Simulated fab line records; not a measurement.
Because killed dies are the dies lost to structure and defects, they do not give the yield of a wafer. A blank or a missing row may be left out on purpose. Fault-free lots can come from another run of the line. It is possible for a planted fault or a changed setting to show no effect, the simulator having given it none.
Struck lot and sound lot, side by side || flow sfqLine || 20 out of 325 route steps
Sound: these wafers, L582.1, L582.2, L582.6. Wafers L573.1, L573.5, L573.6 were the ones struck. The cause comes at the end.
For every step that has rows: the tool of each side, followed by ch and its chambers, followed by its first start. Under that, the readings that differ: sound wafers || struck wafers || difference of the means || sigmas: that difference in standard deviations of wafers without a fault.
alike: readings with means less than 2 such deviations apart, plus words and numbers identical on both sides. not compared: withheld readings, readings lacking a value on some wafer, bounds such as >300 that could conceal the same value, and numbers that have no deviation in the record and whose values overlap.
A row with sigmas, a row that says differs or no value, or rows on one side alone: a step with any of these is where the two part. Numbers that have no deviation but don't overlap get no sigmas and don't part them. A reading that every wafer of one side lacks parts them only if that side has two wafers or more.

first, 3 steps without rows for these wafers: SFQ_TRILAYER_I2_VIA_LITHO_EXPOSE_068 (exposes mask I2, target cd 500 nm); SFQ_TRILAYER_I2_VIA_LITHO_PEB_070 (peb time 60 s); SFQ_TRILAYER_I2_VIA_LITHO_DEVELOP_069 (time 60 s).
SFQ_I2_OVL_MEAS_918:
  struck on overlay-02, day 39 15:12; sound on overlay-01, day 42 16:39
  alike: I2_OVL
SFQ_TRILAYER_I2_VIA_BARC_OPEN_VIA_ETCH_096: etches BARC in O2, target depth 125 nm, time 41.7 s.
  sound on rieDiel-03 ch 0,2,3, day 42 16:41; struck on rieDiel-01 ch 2,3, day 39 15:14
  alike: drypumpMotorCurrentA, oesProductAu
  not compared: rfHoursCounterH
SFQ_TRILAYER_I2_VIA_ETCH_VIA_ETCH_070: etches SiO2 in CHF3, stops on Nb, target depth 260 nm.
  sound on rieDiel-03 ch 0,2,3, day 42 16:44; struck on rieDiel-01 ch 2,3, day 39 15:17
  alike: drypumpMotorCurrentA, oesProductAu
SFQ_TRILAYER_I2_VIA_STRIP_STRIP_071: strips in O2.
  sound on rieMetal-02 ch 0,1, day 42 16:50; struck on rieMetal-02 ch 0,1, day 39 15:23
  alike: drypumpMotorCurrentA, oesProductAu, platenTempC
  not compared: rfHoursCounterH
then, 2 steps without rows for these wafers: SFQ_TRILAYER_I2_VIA_STRIP_SOLV_CLEAN_072 (cleans in NMP, time 600 s); SFQ_TRILAYER_M3_DEP_PRE_CLEAN_074 (time 22.5 s).
SFQ_TRILAYER_M3_DEP_SPUTTER_073: material Nb, target thk 200 nm, time 133.3 s.
  struck on pvdSputter-04, day 39 16:12; sound on pvdSputter-05, day 42 17:38
  alike: basePressurePa, throttleValvePct
SFQ_M3_RS_MEAS_919: the measuring method here is four-point-probe.
  struck on filmMetro-03, day 39 16:17; sound on filmMetro-04, day 42 17:44
{"reading": "M3_NB_RS (ohm/sq)", "sound": "0.908 0.896 0.899", "struck": "0.885 0.879 0.873", "difference": -0.022, "sigmas": -2}
SFQ_TRILAYER_M3_LITHO_COAT_080: resist thk 62 nm.
  sound on lithoTrack-03 ch 0, day 42 17:57; struck on lithoTrack-04 ch 0, day 39 16:28
{"reading": "spinSpeedRpm (rpm)", "sound": "2997.1 3002.5 3008.0", "struck": "3185.2 3183.7 3185.7", "difference": "+182.3", "sigmas": "+73"}
{"reading": "model.BARC_of_TRILAYER_M3_LITHO_COAT_080.thkNm (nm)", "sound": "61.66 61.82 61.71", "struck": "60.16 60.12 60.22", "difference": -1.56, "sigmas": ""}
then, 5 steps without rows for these wafers: SFQ_TRILAYER_M3_LITHO_COAT_075 (resist thk 600 nm); SFQ_TRILAYER_M3_LITHO_SOFTBAKE_079; SFQ_TRILAYER_M3_LITHO_EXPOSE_076 (exposes mask M3, target cd 500 nm); SFQ_TRILAYER_M3_LITHO_PEB_078 (peb time 60 s); SFQ_TRILAYER_M3_LITHO_DEVELOP_077 (time 60 s).
SFQ_M3_OVL_MEAS_921:
  struck on overlay-01, day 39 22:44; sound on overlay-02, day 47 09:43
  alike: M3_OVL
SFQ_TRILAYER_M3_BARC_OPEN_METAL_ETCH_100: etches BARC in O2, target depth 125 nm, time 41.7 s.
  sound on rieMetal-03 ch 0,1, day 47 09:46; struck on rieMetal-02 ch 1, day 39 22:46
{"reading": "oesProductAu (a.u.)", "sound": "0.684 0.684 0.683", "struck": "0.674 0.674 0.674", "difference": -0.010, "sigmas": -2}
{"reading": "model.etch.depthNm (nm)", "sound": "61.66 61.82 61.71", "struck": "60.16 60.12 60.22", "difference": -1.56, "sigmas": ""}
  alike: drypumpMotorCurrentA
  not compared: rfHoursCounterH
SFQ_TRILAYER_M3_ETCH_METAL_ETCH_078: etches Nb in Cl2/Ar, stops on SiO2, target depth 240 nm, time 120 s.
  sound on rieMetal-03 ch 0,1, day 47 09:49; struck on rieMetal-02 ch 1, day 39 22:53
{"reading": "oesProductAu (a.u.)", "sound": "0.884 0.899 0.886", "struck": "0.904 0.903 0.909", "difference": "+0.016", "sigmas": "+2"}
  alike: drypumpMotorCurrentA
  not compared: rfHoursCounterH

## WHERE THEY PART
At SFQ_M3_RS_MEAS_919 first; at SFQ_TRILAYER_M3_ETCH_METAL_ETCH_078 last (within this record only).

WHY: what had been put in by the simulator
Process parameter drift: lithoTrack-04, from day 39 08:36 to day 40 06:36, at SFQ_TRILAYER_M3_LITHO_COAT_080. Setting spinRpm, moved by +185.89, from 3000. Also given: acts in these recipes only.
